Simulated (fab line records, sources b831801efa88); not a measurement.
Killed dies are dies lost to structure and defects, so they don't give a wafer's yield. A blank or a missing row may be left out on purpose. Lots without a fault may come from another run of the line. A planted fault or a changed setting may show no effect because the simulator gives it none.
Which tool did it? | flow gf180mcu | 13 lots, 39 wafers sampled, at 3 steps of a route of 602

WHAT THE GAUGES READ, wafer by wafer
GF_MVSD_OVL_MEAS_07.
lot  | measured    | on         | MVSD_OVL (nm)
L519 | day 4 09:04 | overlay-01 | 1.5 1.3 1.7
L520 | day 4 14:46 | overlay-02 | -0.4 0.1 0.0
L521 | day 4 20:50 | overlay-01 | 0.8 1.4 1.1
L522 | day 5 00:40 | overlay-02 | -1.8 -1.5 -0.8
L524 | day 5 14:16 | overlay-02 | 1.2 0.3 -1.4
L526 | day 6 03:01 | overlay-01 | -0.8 0.5 -0.4
L530 | day 7 02:52 | overlay-02 | -0.8 -2.0 -0.9
L531 | day 7 09:41 | overlay-01 | 2.7 1.1 1.8
L532 | day 7 14:46 | overlay-02 | 0.1 -0.8 0.6
L535 | day 8 08:16 | overlay-01 | 0.7 0.3 1.0
L540 | day 9 13:07 | overlay-02 | -1.0 -0.1 -0.1
L541 | day 9 18:22 | overlay-02 | -1.0 -0.4 0.0
L542 | day 9 22:07 | overlay-02 | 1.3 0.7 2.1

GF_VT_IMPLANT_OVL_MEAS_07.
lot  | measured     | on         | VT_IMPLANT_OVL (nm)
L519 | day 5 13:14  | overlay-02 | -0.6 -0.4 -1.4
L520 | day 5 19:34  | overlay-02 | -1.6 -2.3 -0.8
L521 | day 6 02:10  | overlay-02 | -3.3 -2.2 -2.4
L522 | day 6 06:16  | overlay-02 | 1.2 2.6 1.9
L524 | day 6 21:43  | overlay-01 | 0.6 1.2 1.3
L526 | day 7 10:10  | overlay-02 | -1.5 0.3 -3.0
L530 | day 8 10:25  | overlay-01 | -0.3 -0.2 -0.6
L531 | day 8 18:26  | overlay-02 | -1.3 0.9 -0.6
L532 | day 9 00:40  | overlay-01 | 0.6 -0.6 -0.3
L535 | day 9 18:46  | overlay-02 | -0.6 0.3 -0.6
L540 | day 10 23:55 | overlay-01 | 0.3 0.8 0.5
L541 | day 11 06:23 | overlay-01 | 0.3 -0.4 -2.1
L542 | day 11 10:52 | overlay-01 | 1.5 1.2 2.3

WHICH TOOL RAN EACH LOT (tool, then ch and the chambers of the sampled wafers, then the start)
lot  | GF_MVPSD_EXPOSE_04
L519 | iline_stepper-01 ch 0, day 4 16:17
L520 | iline_stepper-02 ch 0, day 4 21:53
L521 | iline_stepper-01 ch 0, day 5 04:44
L522 | iline_stepper-02 ch 0, day 5 08:26
L524 | iline_stepper-02 ch 0, day 5 22:05
L526 | iline_stepper-01 ch 0, day 6 10:46
L530 | iline_stepper-01 ch 0, day 7 11:10
L531 | iline_stepper-01 ch 0, day 7 17:40
L532 | iline_stepper-01 ch 0, day 7 23:13
L535 | iline_stepper-01 ch 0, day 8 17:32
L540 | iline_stepper-02 ch 0, day 9 21:40
L541 | iline_stepper-01 ch 0, day 10 03:09
L542 | iline_stepper-02 ch 0, day 10 07:37
- GF_MVPSD_EXPOSE_04: exposes mask MVPSD, target cd 1000 nm.

WHAT THE TOOLS THEMSELVES READ (means of the sampled wafers that have a number; where no wafer has one, the mark that the record gives instead)
The record holds no such reading with a usual standard deviation.

THE ANSWER, worked out from the rows above alone
Rule: what is usual is taken from the lots themselves. Put in order of their means at a reading, lots are off if they are a third of the lots or fewer, leave a main group of 4 or more, and stand apart from it by a gap of 3 or more times the standard deviation of the main group's means; of several such gaps the widest counts. A main group whose means are all the same, to the digits that the tables above print for the reading, isn't used. A lot without any number at a reading at which 4 lots or more have one is off too. The other lots that the step has rows for count as sound. The gauges are gone through in route order, then the tools' own readings, and for those a lot's mean is taken as printed above. The first step at which some lot is off is used, and at that step the reading that is off furthest; a lot without a number counts as furthest.
No lot is off at any reading shown: from this, nothing can be told.

WHAT THE SIMULATOR HAD PUT IN
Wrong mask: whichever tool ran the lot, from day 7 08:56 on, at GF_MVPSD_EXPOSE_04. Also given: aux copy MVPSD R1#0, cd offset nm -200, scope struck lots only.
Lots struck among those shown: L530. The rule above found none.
